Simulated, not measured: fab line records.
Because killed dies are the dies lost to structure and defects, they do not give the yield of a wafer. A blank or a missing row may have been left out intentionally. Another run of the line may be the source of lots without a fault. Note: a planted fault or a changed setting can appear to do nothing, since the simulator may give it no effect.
A lot that was struck, set against a sound lot	flow sky130	34 out of 708 route steps
Sound: the wafers L408.1, L408.3, L408.6. Struck: wafer L419.4 (L419.3, L419.5, from the same lot, were not struck and are left out); the cause is given at the end.
Per side, at each step with rows, come the tool, then ch with its chambers, and then its first start. Under that, the readings that differ: sound wafers	struck wafers	difference of the means	sigmas: that difference in standard deviations of wafers without a fault.
alike: a reading whose means differ by less than 2 such deviations, as well as words and numbers matching on both sides. not compared: withheld readings; readings where some wafer has no value; bounds like >300 that might hide an equal value; numbers whose values overlap and for which the record gives no deviation.
Wherever a step has rows on one side only, a row that says differs or no value, or a row with sigmas, the two part there. Non-overlapping numbers with no deviation appear without sigmas and do not part them. A reading missing from all wafers of one side parts the sides only when that side holds two or more wafers.

first, 9 steps without rows for these wafers: SKY_VIA2_CMP_02 (polishes SiO2); SKY_VIA2_DEHYDRATE_04 (time 60 s); SKY_VIA2_HMDS_05 (prime time 60 s); SKY_VIA2_COAT_06 (resist thk 60 nm); SKY_VIA2_COAT_07 (resist thk 450 nm); SKY_VIA2_SOFTBAKE_08 (time 90 s); SKY_VIA2_EXPOSE_09 (exposes mask VIM2, target cd 200 nm); SKY_VIA2_PEB_10; SKY_VIA2_DEVELOP_11 (develop time 60 s).
SKY_VIA2_ETCH_14: etches BARC in N2/H2, stops on SiO2, time 45.9 s, target depth 60 nm.
  sound on rie-diel-01 ch 1,2,3, day 39 03:01; struck on rie-diel-02 ch 1, day 42 03:25
  alike: drypump-motor-current-A, oes-product-au, throttle-valve-pct
  not compared: rf-hours-counter-h
then, 23 steps without rows for these wafers: SKY_VIA2_ETCH_15 (etches SiO2 in C4F8/O2/Ar, stops on TiN, target depth 546 nm, time 84 s); SKY_VIA2_STRIP_16 (strips in O2/N2); SKY_VIA2_STRIP_17 (strips in post etch residue remover, time 1200 s); SKY_VIA2_CLEAN_18 (cleans in IPA, time 180 s); SKY_VIA2_CLEAN_19 (cleans in O3/DIW); SKY_VIA2_SPUTTER_20 (material TiN, target thk 20 nm, time 80 s); SKY_VIA2_CVD_21 (deposits W, target thk 420 nm, time 126.4 s); SKY_VIA2_CMP_24 (polishes, stops on SiO2, t overpolish 20 s, target thk 0 nm); SKY_METAL3_SPUTTER_00 (material Ti, target thk 15 nm, time 10 s); SKY_METAL3_SPUTTER_01 (material TiN, target thk 20 nm, time 16.7 s); SKY_METAL3_SPUTTER_02 (material AlCu, target thk 735 nm, time 39.1 s); SKY_METAL3_SPUTTER_03 (material Ti, target thk 5 nm, time 3.3 s); SKY_METAL3_SPUTTER_04 (material TiN, target thk 70 nm, time 58.3 s); SKY_CAPM_CVD_00 (deposits SiO2, target thk 15.5 nm); SKY_CAPM_SPUTTER_02 (material TiN, target thk 200 nm, time 166.7 s); SKY_CAPM_DEHYDRATE_05 (time 60 s); SKY_CAPM_HMDS_06 (prime time 60 s); SKY_CAPM_COAT_07 (resist thk 1140 nm); SKY_CAPM_SOFTBAKE_08 (time 60 s); SKY_CAPM_EXPOSE_09 (exposes mask CAPM, target cd 1000 nm); SKY_CAPM_PEB_10; SKY_CAPM_DEVELOP_11 (develop time 60 s); SKY_CAPM_METAL_ETCH_13 (etches TiN in Cl2/BCl3, stops on SiO2, target depth 220 nm, time 62.9 s).
-- the record jumps here: 8 days lie between the struck wafers' starts before and after (it left off in module CAPM and takes up again in module PAD_OPEN, whose first step shown is number 708 of the route) --
SKY_PAD_OPEN_PROBE_99:
  sound: prober-02 at day 47 22:44; struck: prober-01 at day 50 06:26
reading	sound	struck	difference	sigmas
defect-limited-yield (%)	83.5 81.3 83.7	78.7	-4.1	-2
killed_at_M0_to_M3	38 47 39	59	+18	+3
killed-dies	81 92 80	105	+21	+2
killed-on-rim	12 17 13	26	+12	+3
sort_bin_3_pad_short (%)	0.6 0.4 0.4	1.4	+0.9	+2
sort_bin_5_function (%)	8.7 11.2 11.0	14.0	+3.7	+2
sort-n-pass	411 400 412	387	-21	-2
sort-yield-pct (%)	83.5 81.3 83.7	78.7	-4.1	-2
model.etest.tester.sort-n-pass	411 400 412	387	-21	
model.etest.tester.sort-yield-pct (%)	83.54 81.3 83.74	78.66	-4.20	
model.etest.tester.sort_bin_3_pct (%)	0.6098 0.4065 0.4065	1.423	+0.949	
  alike: killed_at_M4_up, killed-at-contacts, killed-at-front-end, killed-at-other, killed-open, killed-short, sort_bin_6_memory

## WHERE THEY PART
SKY_PAD_OPEN_PROBE_99 only, going by this record.

WHY: the cause the simulator had injected
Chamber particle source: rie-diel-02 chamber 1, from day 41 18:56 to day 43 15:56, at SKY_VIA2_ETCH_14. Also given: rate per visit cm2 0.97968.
